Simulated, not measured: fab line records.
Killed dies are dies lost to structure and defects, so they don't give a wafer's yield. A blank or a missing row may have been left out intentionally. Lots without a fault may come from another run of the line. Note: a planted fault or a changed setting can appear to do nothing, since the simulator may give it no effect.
A single fault, viewed from 2 desks || flow sky130 || numbers are kept per desk, each desk with only its own; the story behind them comes last

## AT THE METROLOGY DESK
Lot by lot, what the gauges showed, no matter which tool ran the lot: averages of those sampled wafers that carry a number. Marked OUT: a lot whose mean sits more than 4 standard deviations from the usual mean, which makes it out of limits; the brackets give that distance.
Columns: A = VIA3_OVL at SKY_VIA3_OVL_MEAS_13, usual 1 nm; B = VIA4_OVL at SKY_VIA4_OVL_MEAS_11, usual 0.3 nm
{"lot": "L859", "first seen here": "day 41 04:01", "A": 6, "B": 0.8}
{"lot": "L857", "first seen here": "day 41 09:01", "A": 1, "B": -0.1}
{"lot": "L858", "first seen here": "day 41 13:04", "A": 2, "B": -0.3}
{"lot": "L860", "first seen here": "day 41 22:56", "A": 4, "B": -1.2}
{"lot": "L862", "first seen here": "day 42 01:26", "A": -3, "B": "-"}
{"lot": "L863", "first seen here": "day 42 09:17", "A": 3, "B": "-"}
{"lot": "L868", "first seen here": "day 43 15:31", "A": -2, "B": -0.2}
{"lot": "L869", "first seen here": "day 43 19:31", "A": 0, "B": 0.9}
{"lot": "L872", "first seen here": "day 44 17:29", "A": 5, "B": 1.3}
{"lot": "L873", "first seen here": "day 44 21:38", "A": -5, "B": 0.6}
{"lot": "L874", "first seen here": "day 45 03:52", "A": 8, "B": -0.9}
{"lot": "L875", "first seen here": "day 45 15:29", "A": -3, "B": 0.8}
{"lot": "L876", "first seen here": "day 45 19:29", "A": 2, "B": -0.2}
{"lot": "L877", "first seen here": "day 45 23:16", "A": 6, "B": 1.5}
This desk's finding: nothing out of limits on any of the 14 lots.

## AT THE TOOL OWNER'S DESK: litho_track-03
The tool's own readings at SKY_METAL4_DEVELOP_12 (develop time 60 s): means of the sampled wafers that have a number, for each lot that ran on this tool. Marked OUT: a lot whose mean sits more than 4 standard deviations from the usual mean, which makes it out of limits; the brackets give that distance.
Columns: A = chill_plate_temp_C at SKY_METAL4_DEVELOP_12, usual 23.01 C
{"lot": "L858", "first seen here": "day 43 14:00", "A": 22.93}
{"lot": "L860", "first seen here": "day 43 21:00", "A": 22.98}
{"lot": "L869", "first seen here": "day 45 16:00", "A": 23.00}
{"lot": "L872", "first seen here": "day 46 14:00", "A": 22.90}
{"lot": "L877", "first seen here": "day 47 18:00", "A": 23.10}
This desk's finding: nothing out of limits on any of the 5 lots.

## TAKEN TOGETHER
Metrology desk: nothing out of limits seen.
Nothing out of limits was seen by the tool owner's desk.

## WHAT HAD BEEN PUT IN BY THE SIMULATOR
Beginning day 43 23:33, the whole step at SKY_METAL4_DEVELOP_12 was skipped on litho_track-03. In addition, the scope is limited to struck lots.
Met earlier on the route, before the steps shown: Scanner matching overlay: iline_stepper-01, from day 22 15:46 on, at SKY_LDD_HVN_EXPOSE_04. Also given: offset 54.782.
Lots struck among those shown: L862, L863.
